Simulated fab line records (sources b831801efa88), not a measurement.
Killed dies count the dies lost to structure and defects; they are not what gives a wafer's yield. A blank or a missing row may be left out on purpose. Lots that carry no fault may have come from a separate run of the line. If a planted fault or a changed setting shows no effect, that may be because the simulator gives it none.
Chamber matching || flow gf180mcu || cmp-02 running GF_CONTACT_CMP_04: 4 sister chambers
The step polishes SiO2. 14 wafers are shown with their chamber, then 7 later ones without.

WAFERS PAIRED WITH THEIR CHAMBERS
{"wafer": "L755.1", "chamber": 3, "motorCurrentA (A)": 12.3, "timeToEndpointS (s)": 107, "retainingRingPressureFrac": 0.999}
{"wafer": "L755.2", "chamber": 2, "motorCurrentA (A)": 16.1, "timeToEndpointS (s)": 112, "retainingRingPressureFrac": 1.002}
{"wafer": "L755.6", "chamber": 2, "motorCurrentA (A)": 14.5, "timeToEndpointS (s)": 113, "retainingRingPressureFrac": 1.010}
{"wafer": "L758.1", "chamber": 2, "motorCurrentA (A)": 15.4, "timeToEndpointS (s)": 108, "retainingRingPressureFrac": 0.994}
{"wafer": "L758.2", "chamber": 0, "motorCurrentA (A)": 14.7, "timeToEndpointS (s)": 106, "retainingRingPressureFrac": 1.000}
{"wafer": "L758.3", "chamber": 1, "motorCurrentA (A)": 9.8, "timeToEndpointS (s)": 107, "retainingRingPressureFrac": 0.990}
{"wafer": "L770.1", "chamber": 1, "motorCurrentA (A)": 10.0, "timeToEndpointS (s)": 110, "retainingRingPressureFrac": 1.002}
{"wafer": "L770.4", "chamber": 2, "motorCurrentA (A)": 14.6, "timeToEndpointS (s)": 117, "retainingRingPressureFrac": 1.002}
{"wafer": "L770.6", "chamber": 0, "motorCurrentA (A)": 13.9, "timeToEndpointS (s)": 121, "retainingRingPressureFrac": 0.996}
{"wafer": "L771.2", "chamber": 1, "motorCurrentA (A)": 9.7, "timeToEndpointS (s)": 112, "retainingRingPressureFrac": 1.000}
{"wafer": "L771.3", "chamber": 2, "motorCurrentA (A)": 14.9, "timeToEndpointS (s)": 108, "retainingRingPressureFrac": 0.999}
{"wafer": "L771.6", "chamber": 0, "motorCurrentA (A)": 14.1, "timeToEndpointS (s)": 117, "retainingRingPressureFrac": 1.000}
{"wafer": "L773.2", "chamber": 0, "motorCurrentA (A)": 13.6, "timeToEndpointS (s)": 114, "retainingRingPressureFrac": 0.999}
{"wafer": "L773.3", "chamber": 1, "motorCurrentA (A)": 10.0, "timeToEndpointS (s)": 110, "retainingRingPressureFrac": 0.998}

SIGNATURES (averages over the wafers above)
{"reading": "motorCurrentA", "chamber 0": 14.075, "chamber 1": 9.875, "chamber 2": 15.100, "chamber 3": 12.300, "scatter within a chamber": 0.495}
{"reading": "timeToEndpointS", "chamber 0": 114.50, "chamber 1": 109.75, "chamber 2": 111.60, "chamber 3": 107.00, "scatter within a chamber": 4.37}
{"reading": "retainingRingPressureFrac", "chamber 0": 0.99875, "chamber 1": 0.99750, "chamber 2": 1.00140, "chamber 3": 0.99900, "scatter within a chamber": 0.00478}
Rule: a wafer lies at a distance from a chamber equal to the root of the sum of squares, over the readings, of (its reading less the chamber's mean, divided by the reading's scatter). If the next closest chamber is less than 2 further off than the closest, the wafer can't be placed; otherwise it belongs to the closest. The scatter is the square root of a quotient: the sum, over the shown wafers, of each reading's squared deviation from its chamber's mean, divided by wafers minus chambers.

WAFERS WHOSE CHAMBER IS MISSING
{"wafer": "L773.4", "motorCurrentA (A)": 14.8, "timeToEndpointS (s)": 116, "retainingRingPressureFrac": 1.006}
{"wafer": "L775.1", "motorCurrentA (A)": 10.2, "timeToEndpointS (s)": 112, "retainingRingPressureFrac": 1.005}
{"wafer": "L775.5", "motorCurrentA (A)": 10.2, "timeToEndpointS (s)": 120, "retainingRingPressureFrac": 1.000}
{"wafer": "L775.6", "motorCurrentA (A)": 15.0, "timeToEndpointS (s)": 120, "retainingRingPressureFrac": 1.001}
{"wafer": "L776.2", "motorCurrentA (A)": 15.0, "timeToEndpointS (s)": 104, "retainingRingPressureFrac": 1.000}
{"wafer": "L776.3", "motorCurrentA (A)": 10.1, "timeToEndpointS (s)": 109, "retainingRingPressureFrac": 0.999}
{"wafer": "L776.5", "motorCurrentA (A)": 12.0, "timeToEndpointS (s)": 111, "retainingRingPressureFrac": 1.002}

WHICH CHAMBER EACH ONE RAN IN
{"wafer": "L773.4", "from the rows above": "can't be placed: 2 or 0", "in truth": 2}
{"wafer": "L775.1", "from the rows above": 1, "in truth": 1}
{"wafer": "L775.5", "from the rows above": 1, "in truth": 1}
{"wafer": "L775.6", "from the rows above": "can't be placed: 2 or 0", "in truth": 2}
{"wafer": "L776.2", "from the rows above": "can't be placed: 2 or 0", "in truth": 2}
{"wafer": "L776.3", "from the rows above": 1, "in truth": 1}
{"wafer": "L776.5", "from the rows above": 3, "in truth": 3}
Correctly placed: 4 of 7. From these rows, 3 cannot be placed; in 3 the true chamber is one of the candidates. Wrongly placed: 0.
